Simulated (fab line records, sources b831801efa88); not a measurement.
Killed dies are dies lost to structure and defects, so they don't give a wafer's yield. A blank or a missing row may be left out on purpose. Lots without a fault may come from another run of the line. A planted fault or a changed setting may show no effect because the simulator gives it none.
Tool commonality check | flow sky130 | 11 lots, 33 wafers sampled

WHY IT WAS OPENED
At SKY_VIA3_RS_MEAS_22 the reading VIA3_W_RS is flagged on 3 of 11 lots. Wafers without a fault read 0.292 ohm/sq, standard deviation 0.0049.
Rule: a lot is flagged when every wafer of it that has a number lies more than 4 standard deviations from that mean, or none has a number. The other lots count as sound.

lot  | measured     | on            | VIA3_W_RS (ohm/sq), wafer by wafer | flag
L352 | day 40 15:56 | film_metro-03 | 0.294 0.286 0.294                  |
L357 | day 43 12:25 | film_metro-01 | 0.296 0.282 0.286                  |
L355 | day 43 12:46 | film_metro-04 | 0.286 0.286 0.293                  |
L359 | day 43 14:58 | film_metro-01 | 0.298 0.287 0.285                  |
L360 | day 43 17:25 | film_metro-01 | 0.297 0.294 0.299                  |
L358 | day 43 18:20 | film_metro-01 | 0.470 0.428 0.420                  | FLAGGED
L362 | day 43 19:22 | film_metro-03 | 0.290 0.292 0.286                  |
L361 | day 43 20:00 | film_metro-04 | 0.434 0.476 0.429                  | FLAGGED
L364 | day 43 20:21 | film_metro-04 | 0.422 0.444 0.420                  | FLAGGED
L365 | day 44 07:25 | film_metro-03 | 0.296 0.299 0.288                  |
L371 | day 46 11:59 | film_metro-03 | 0.297 0.291 0.293                  |
The numbers of the flagged lots are 0.438 ohm/sq on average: +0.146 ohm/sq against the usual, or +30 standard deviations.

WHICH TOOL RAN EACH LOT
The record holds 2 process steps before the reading, out of a route of 708 steps. In each cell: the tool, then ch and the chambers that the sampled wafers went through, then the start.
lot  | flag    | SKY_VIA3_SPUTTER_20          | SKY_VIA3_CVD_21
L352 |         | pvd_sputter-03, day 40 15:43 | cvd_w-01 ch 0,1, day 40 15:49
L357 |         | pvd_sputter-02, day 43 12:14 | cvd_w-02 ch 0,1, day 43 12:18
L355 |         | pvd_sputter-04, day 43 12:35 | cvd_w-01 ch 0, day 43 12:39
L359 |         | pvd_sputter-03, day 43 14:44 | cvd_w-02 ch 0,1, day 43 14:50
L360 |         | pvd_sputter-02, day 43 17:11 | cvd_w-01 ch 0,1, day 43 17:17
L358 | FLAGGED | pvd_sputter-02, day 43 18:10 | cvd_w-02 ch 0,1, day 43 18:13
L362 |         | pvd_sputter-02, day 43 19:10 | cvd_w-01 ch 0,1, day 43 19:13
L361 | FLAGGED | pvd_sputter-02, day 43 19:49 | cvd_w-02 ch 0,1, day 43 19:52
L364 | FLAGGED | pvd_sputter-02, day 43 20:10 | cvd_w-02 ch 0,1, day 43 20:13
L365 |         | pvd_sputter-04, day 44 07:12 | cvd_w-01 ch 0,1, day 44 07:16
L371 |         | pvd_sputter-04, day 46 11:48 | cvd_w-01 ch 0,1, day 46 11:52
What these steps do:
- SKY_VIA3_SPUTTER_20: material TiN, target thk 20 nm, time 80 s.
- SKY_VIA3_CVD_21: deposits W, target thk 390 nm, time 117.31 s.
- SKY_VIA3_RS_MEAS_22: measures by four-point-probe.

FLAGGED OVER TOTAL, TOOL BY TOOL (the gauges that took the reading come last)
step                | tool           | lots run | flagged | share of the flagged lots | sound lots run after its first flagged lot
SKY_VIA3_SPUTTER_20 | pvd_sputter-02 | 6        | 3       | all                       | 1 (L362)
SKY_VIA3_SPUTTER_20 | pvd_sputter-03 | 2        | 0       | none                      | -
SKY_VIA3_SPUTTER_20 | pvd_sputter-04 | 3        | 0       | none                      | -
SKY_VIA3_CVD_21     | cvd_w-01       | 6        | 0       | none                      | -
SKY_VIA3_CVD_21     | cvd_w-02       | 5        | 3       | all                       | 0
SKY_VIA3_RS_MEAS_22 | film_metro-01  | 4        | 1       | some                      | 0
SKY_VIA3_RS_MEAS_22 | film_metro-03  | 4        | 0       | none                      | -
SKY_VIA3_RS_MEAS_22 | film_metro-04  | 3        | 2       | some                      | 0

WHAT THE TABLE ALLOWS
2 rows of the table ran every flagged lot: pvd_sputter-02 at SKY_VIA3_SPUTTER_20, cvd_w-02 at SKY_VIA3_CVD_21.
- pvd_sputter-02 at SKY_VIA3_SPUTTER_20: 3 of its 6 lots flagged. Sound lots ran on it after the first flagged one (L362), which a lasting fault on the whole tool wouldn't allow.
- cvd_w-02 at SKY_VIA3_CVD_21: 3 of its 5 lots flagged. Its last sound lot is L359 (day 43 14:50), its first flagged lot L358 (day 43 18:13): a fault that began between those two fits.
One tool is left: cvd_w-02 at SKY_VIA3_CVD_21.

WHAT THE SIMULATOR HAD PUT IN
Site profile drift: cvd_w-02, from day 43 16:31 on, at SKY_VIA3_CVD_21. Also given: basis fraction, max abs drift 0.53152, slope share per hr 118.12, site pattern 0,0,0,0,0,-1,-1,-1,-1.
Lots struck among those shown: L358, L361, L364. The rule above found the same.
